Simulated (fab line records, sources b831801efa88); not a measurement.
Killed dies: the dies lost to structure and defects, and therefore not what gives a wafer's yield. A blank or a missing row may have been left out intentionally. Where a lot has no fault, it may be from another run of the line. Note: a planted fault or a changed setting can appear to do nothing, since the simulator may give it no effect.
Problem report, 8D (eight disciplines) form, completed by code    flow sky130    the parts of the form that need people (team, actions taken, sign-off) are left out

== 1. THE PROBLEM ==
LDD_HVP_TW at SKY_LDD_HVP_TW_MEAS_10 reads a mean of 435 on 6 wafers of 2 lots; wafers without a fault read 458 with a standard deviation of 3.4. That puts it -6.7 standard deviations away from the usual mean.
The first sign was on wafer L130.3 at day 24 07:12, on film_metro-01. At this step, 36 wafers from 12 lots have a number in the record. The rule behind "out" and "out of limits": a value lying over 4 standard deviations away from the usual mean. Any other wafer with a number is counted as sound.

== 2. WHAT IT IS; WHAT IT IS NOT ==
question                     is                            is not
which readings at this step  LDD_HVP_TW                    -
which lots                   L130, L131                    L125, L126, L127, L137, L138, L140, L141, L142, L144, L147
which wafers of those lots   all that have a number        -
read on which gauges         film_metro-01, film_metro-04  film_metro-02
when                         from day 24 07:12             up to then (9 sound wafers); but 21 sound wafers of L137, L138, L140, L141, L142, L144, L147 came after

== 3. THE SUSPECTS, EACH WITH WHAT RULES IT OUT ==
Counting: a tool at any process step up to the reading remains a suspect when it ran all the lots that are out and ran no sound lot after the first of those.
- the gauge at SKY_LDD_HVP_TW_MEAS_10 has been ruled out. The wafers that are out were read on 2 gauges (film_metro-01, film_metro-04).
- implanter-03 at SKY_LDD_HVP_IMPLANT_08: ruled out as a lasting fault. Sound lots L140, L142, L144 ran on it after its first lot that is out, L130 (day 24 06:59).
Left after counting: nothing in the record.

== 4. THE CAUSE (what the simulator had put in) ==
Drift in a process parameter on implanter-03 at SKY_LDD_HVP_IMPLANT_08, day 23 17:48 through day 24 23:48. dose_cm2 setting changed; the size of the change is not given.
Counting ruled it out, wrongly: the rule takes a fault to strike every lot that its tool runs from its start on, and this one did not.

== 5. THE CHAIN OF EFFECTS, in route order ==
Rows list readings where the struck wafers' mean (over those with a number) sits beyond 3 standard deviations from the usual. Scope: only readings with a usual standard deviation given in the record; hours: median across lots of the time from each lot's start at the first step in this table that gives one to its start at this step; sigmas: change in usual standard deviations.
hours  step                    reading             usual       on struck wafers  change       sigmas
0      SKY_LDD_HVP_IMPLANT_08  dose_ions_cm2       1.7002e+13  1.4413e+13        -2.5887e+12  -99 or more
0      SKY_LDD_HVP_IMPLANT_08  faraday_current_uA  95.9        80.1              -15.8        -8.8
0      SKY_LDD_HVP_TW_MEAS_10  LDD_HVP_TW          458         435               -23          -6.7
It contains these process steps:
- SKY_LDD_HVP_IMPLANT_08
Later measuring or inspecting steps at which every struck wafer that the step has a row for has a number for every such reading, and none has moved that far: SKY_POLY_CUT_CD_MEAS_08.

== 6. HOW IT WOULD HAVE BEEN CAUGHT EARLIER ==
Counted from the fault's start at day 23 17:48, it took 13 hours until the first out-of-limits reading at a measuring or inspecting step in this record, taken at day 24 07:12.
At SKY_LDD_HVP_IMPLANT_08, the tool's own readings (dose_ions_cm2, faraday_current_uA) were out on each struck wafer the step has a row for, so an alarm limit on them would have fired on the first such wafer.
